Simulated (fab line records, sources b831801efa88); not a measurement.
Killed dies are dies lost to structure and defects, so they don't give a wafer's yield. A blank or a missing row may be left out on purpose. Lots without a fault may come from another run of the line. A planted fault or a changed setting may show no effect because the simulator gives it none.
Which tool did it? | flow sky130 | 12 lots, 36 wafers sampled, at 4 steps of a route of 708

WHAT THE GAUGES READ, wafer by wafer
SKY_LDD_HVP_TW_MEAS_10. Usual: LDD_HVP_TW 458.5, standard deviation 2.5.
lot  | measured     | on            | LDD_HVP_TW        | flag
L734 | day 21 19:22 | film_metro-04 | 462.7 461.0 463.0 |
L739 | day 24 04:52 | film_metro-03 | 478.5 479.4 478.8 | OFF
L742 | day 24 19:11 | film_metro-04 | 485.4 484.3 485.5 | OFF
L744 | day 25 11:57 | film_metro-04 | 457.8 456.8 460.5 |
L747 | day 26 09:02 | film_metro-04 | 459.1 460.4 460.1 |
L749 | day 27 07:24 | film_metro-03 | 455.2 456.2 458.0 |
L750 | day 27 15:23 | film_metro-02 | 461.4 462.5 464.5 |
L751 | day 27 21:01 | film_metro-03 | 458.6 458.8 458.3 |
L752 | day 28 02:10 | film_metro-02 | 458.5 457.7 459.9 |
L754 | day 28 19:03 | film_metro-02 | 461.1 459.5 461.3 |
L755 | day 28 21:51 | film_metro-02 | 458.1 460.7 459.1 |
L757 | day 29 20:48 | film_metro-03 | 458.8 460.7 459.7 |

SKY_LDD_LDN_OVL_MEAS_07. Usual: LDD_LDN_OVL 0.5 nm, standard deviation 1.3.
lot  | measured     | on         | LDD_LDN_OVL (nm) | flag
L734 | day 23 02:16 | overlay-02 | -0.7 -0.1 1.2    |
L739 | day 25 10:01 | overlay-01 | 1.4 1.6 0.4      |
L742 | day 26 01:15 | overlay-01 | -1.5 -1.3 -0.2   |
L744 | day 26 17:25 | overlay-01 | 1.0 -0.8 1.5     |
L747 | day 27 14:13 | overlay-01 | 2.6 2.6 1.6      |
L749 | day 28 12:16 | overlay-02 | 0.6 -0.6 -1.9    |
L750 | day 28 19:40 | overlay-02 | -0.3 0.8 -0.5    |
L751 | day 29 00:28 | overlay-02 | 1.4 1.6 1.1      |
L752 | day 29 06:52 | overlay-02 | -2.7 -2.5 -3.4   |
L754 | day 29 23:28 | overlay-01 | 2.4 1.7 0.9      |
L755 | day 30 01:40 | overlay-02 | 0.7 1.8 1.2      |
L757 | day 31 00:55 | overlay-02 | 1.0 2.7 1.2      |

WHICH TOOL RAN EACH LOT (tool, then ch and the chambers of the sampled wafers, then the start)
lot  | SKY_GATE_OXIDE_STRIP_13              | SKY_LDD_HVP_IMPLANT_08
L734 | plasma_asher-04 ch 0, day 14 02:08   | implanter-02 ch 0, day 21 19:07
L739 | plasma_asher-04 ch 0,1, day 16 06:07 | implanter-03 ch 0, day 24 04:37
L742 | plasma_asher-03 ch 0,1, day 16 21:23 | implanter-03 ch 0, day 24 18:56
L744 | plasma_asher-04 ch 0,1, day 17 09:27 | implanter-01 ch 0, day 25 11:42
L747 | plasma_asher-04 ch 0,1, day 18 10:30 | implanter-01 ch 0, day 26 08:47
L749 | plasma_asher-04 ch 0,1, day 19 07:10 | implanter-01 ch 0, day 27 07:09
L750 | plasma_asher-04 ch 1, day 19 16:52   | implanter-03 ch 0, day 27 15:08
L751 | plasma_asher-04 ch 0,1, day 20 00:16 | implanter-03 ch 0, day 27 20:47
L752 | plasma_asher-03 ch 0,1, day 20 03:38 | implanter-02 ch 0, day 28 01:48
L754 | plasma_asher-03 ch 0,1, day 20 19:06 | implanter-03 ch 0, day 28 18:48
L755 | plasma_asher-04 ch 0,1, day 21 01:19 | implanter-03 ch 0, day 28 21:37
L757 | plasma_asher-02 ch 0,1, day 21 22:52 | implanter-01 ch 0, day 29 20:36
- SKY_GATE_OXIDE_STRIP_13: strips in O2/N2.
- SKY_LDD_HVP_IMPLANT_08

WHAT THE TOOLS THEMSELVES READ (means of the sampled wafers that have a number; where no wafer has one, the mark that the record gives instead)
SKY_GATE_OXIDE_STRIP_13. Usual: drypump_motor_current_A 6.0 A, standard deviation 0.35; oes_product_au 0.716 a.u., standard deviation 0.0043; strip_time_to_endpoint_s 14.20 s, standard deviation 0.039.
lot  | tool            | drypump_motor_current_A (A) | oes_product_au (a.u.) | strip_time_to_endpoint_s (s) | flag
L734 | plasma_asher-04 | 6.3                         | 0.717                 | 14.17                        |
L739 | plasma_asher-04 | 6.2                         | 0.715                 | 14.14                        |
L742 | plasma_asher-03 | 5.9                         | 0.718                 | 14.12                        |
L744 | plasma_asher-04 | 6.2                         | 0.712                 | 14.22                        |
L747 | plasma_asher-04 | 6.1                         | 0.715                 | 14.21                        |
L749 | plasma_asher-04 | 6.2                         | 0.721                 | 14.16                        |
L750 | plasma_asher-04 | 5.8                         | 0.716                 | 14.20                        |
L751 | plasma_asher-04 | 6.0                         | 0.718                 | 14.27                        |
L752 | plasma_asher-03 | 5.9                         | 0.717                 | 14.21                        |
L754 | plasma_asher-03 | 6.2                         | 0.718                 | 14.15                        |
L755 | plasma_asher-04 | 6.0                         | 0.714                 | 14.18                        |
L757 | plasma_asher-02 | 5.8                         | 0.716                 | 14.19                        |

SKY_LDD_HVP_IMPLANT_08. Usual: beam_on_s 10.03 s, standard deviation 0.19; faraday_current_uA 95.6, standard deviation 1.8.
lot  | tool         | beam_on_s (s) | faraday_current_uA | flag
L734 | implanter-02 | 9.91          | 96.6               |
L739 | implanter-03 | 11.96         | 80.0               | OFF
L742 | implanter-03 | 11.96         | 80.3               | OFF
L744 | implanter-01 | 10.13         | 94.6               |
L747 | implanter-01 | 9.86          | 97.5               |
L749 | implanter-01 | 9.93          | 96.8               |
L750 | implanter-03 | 10.09         | 94.8               |
L751 | implanter-03 | 10.28         | 93.6               |
L752 | implanter-02 | 10.04         | 95.6               |
L754 | implanter-03 | 9.89          | 96.9               |
L755 | implanter-03 | 10.00         | 95.6               |
L757 | implanter-01 | 10.10         | 95.0               |

THE ANSWER, worked out from the rows above alone
Rule: a lot is off if the mean of its wafers that have a number lies more than 3 standard deviations from the usual mean. A lot without any number at a reading at which 4 lots or more have one is off too. The other lots that the step has rows for count as sound. The gauges are gone through in route order, then the tools' own readings, and for those a lot's mean is taken as printed above. The first step at which some lot is off is used, and at that step the reading that is off furthest; a lot without a number counts as furthest.
Off: L739, L742, at SKY_LDD_HVP_TW_MEAS_10 (LDD_HVP_TW).
A tool fits if, at a process step before that reading, it ran every lot that is off, and no sound lot after the first of them. The gauges at SKY_LDD_HVP_TW_MEAS_10 aren't tried: what is off there is off at SKY_LDD_HVP_IMPLANT_08 too, on other tools, and a gauge's error can't cause that. None of those tried fits.

WHAT THE SIMULATOR HAD PUT IN
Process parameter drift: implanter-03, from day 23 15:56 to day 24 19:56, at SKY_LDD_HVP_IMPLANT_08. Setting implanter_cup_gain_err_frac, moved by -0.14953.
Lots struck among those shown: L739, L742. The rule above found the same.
